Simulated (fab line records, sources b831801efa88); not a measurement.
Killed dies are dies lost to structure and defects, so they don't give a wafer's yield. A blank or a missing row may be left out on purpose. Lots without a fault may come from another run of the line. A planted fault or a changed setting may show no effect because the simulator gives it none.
Chamber matching | flow sky130 | SKY_POLY_GATE_ETCH_16 on rie_diel-01: 4 sister chambers
The step etches Si3N4 in CH3F/O2, stops on poly-Si, time 147.5 s, target depth 75 nm. 4 wafers are shown with their chamber, then 9 later ones without.

WAFERS WITH THEIR CHAMBER
wafer  | chamber | drypump_motor_current_A (A)
L089.1 | 0       | 5.8
L091.5 | 3       | 5.1
L092.5 | 1       | 6.7
L092.6 | 2       | 6.1

WAFERS WITHOUT THEIR CHAMBER
wafer  | drypump_motor_current_A (A)
L095.1 | 6.1
L095.5 | 6.6
L095.6 | 5.8
L096.2 | 6.7
L096.4 | 6.1
L096.5 | 5.2
L097.3 | 6.7
L097.4 | 5.8
L097.5 | 6.1

WHICH CHAMBER EACH WENT THROUGH
wafer  | from the rows above | in truth
L095.1 | 2                   | 2
L095.5 | 1                   | 1
L095.6 | 0                   | 0
L096.2 | 1                   | 1
L096.4 | 2                   | 2
L096.5 | 3                   | 3
L097.3 | 1                   | 1
L097.4 | 0                   | 0
L097.5 | 2                   | 2
Placed correctly: 9 of 9. Can't be placed from these rows: 0. Placed wrongly: 0.
How it was worked out, from the rows above alone: a wafer's distance from a chamber is the root of the sum, over the readings, of the square of ((its reading less the chamber's mean) divided by the reading's scatter). The wafer belongs to the nearest chamber; if the next one is less than 2 further off, it can't be placed. A chamber's mean is the mean of its shown wafers. The scatter: with one shown wafer a chamber, the root of the mean of the squares of how far each hidden wafer lies from its nearest shown one.
